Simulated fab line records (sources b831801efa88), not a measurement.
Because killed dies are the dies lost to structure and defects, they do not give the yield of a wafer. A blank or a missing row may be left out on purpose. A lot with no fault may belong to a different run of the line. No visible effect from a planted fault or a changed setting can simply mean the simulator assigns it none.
Which tool did it?	flow gf180mcu	6 lots with 17 wafers sampled at 2 steps, on a route of 602 steps

## WHAT EACH GAUGE READ, for each wafer
GF_V1_RS_MEAS_24: measures by four-point-probe.
lot	measured	on	V1_W_RS (ohm/sq)
L479	day 18 14:52	film metro-03	0.323 0.324 0.323
L481	day 19 08:05	film metro-01	0.323 0.324 0.319
L483	day 20 09:22	film metro-03	0.322 0.320 0.321
L489	day 22 15:44	film metro-03	0.320 0.330
L498	day 25 14:08	film metro-02	0.323 0.328 0.325
L500	day 26 01:20	film metro-03	0.320 0.323 0.319

## WHAT TOOL EACH LOT RAN ON (gives the tool, then ch and the chambers of the sampled wafers, and finally the start)
lot	GF_HV_LDD_COAT_41
L479	litho track-03 ch 0, day 12 07:29
L481	litho track-01 ch 0, day 12 22:15
L483	litho track-03 ch 0, day 13 17:29
L489	litho track-02 ch 0, day 15 19:19
L498	litho track-03 ch 0, day 18 15:05
L500	litho track-01 ch 0, day 19 09:51
- GF_HV_LDD_COAT_41: resist thk 1000 nm.

## THE ANSWER, worked out from the rows above alone
Rule: the usual values come from the lots themselves. Put in order of their means at a reading, lots are off if they are a third of the lots or fewer, leave a main group of 4 or more, and stand apart from it by a gap of 3 or more times the standard deviation of the main group's means; of several such gaps the widest counts. If all means in a main group match to the digits the tables above print for the reading, that group is not used. A lot without any number at a reading at which 4 lots or more have one is off too. Where the step has rows for the other lots, those lots are counted as sound.
Nothing can be told from this: no lot is off at any reading shown.

## WHAT THE SIMULATOR PUT IN
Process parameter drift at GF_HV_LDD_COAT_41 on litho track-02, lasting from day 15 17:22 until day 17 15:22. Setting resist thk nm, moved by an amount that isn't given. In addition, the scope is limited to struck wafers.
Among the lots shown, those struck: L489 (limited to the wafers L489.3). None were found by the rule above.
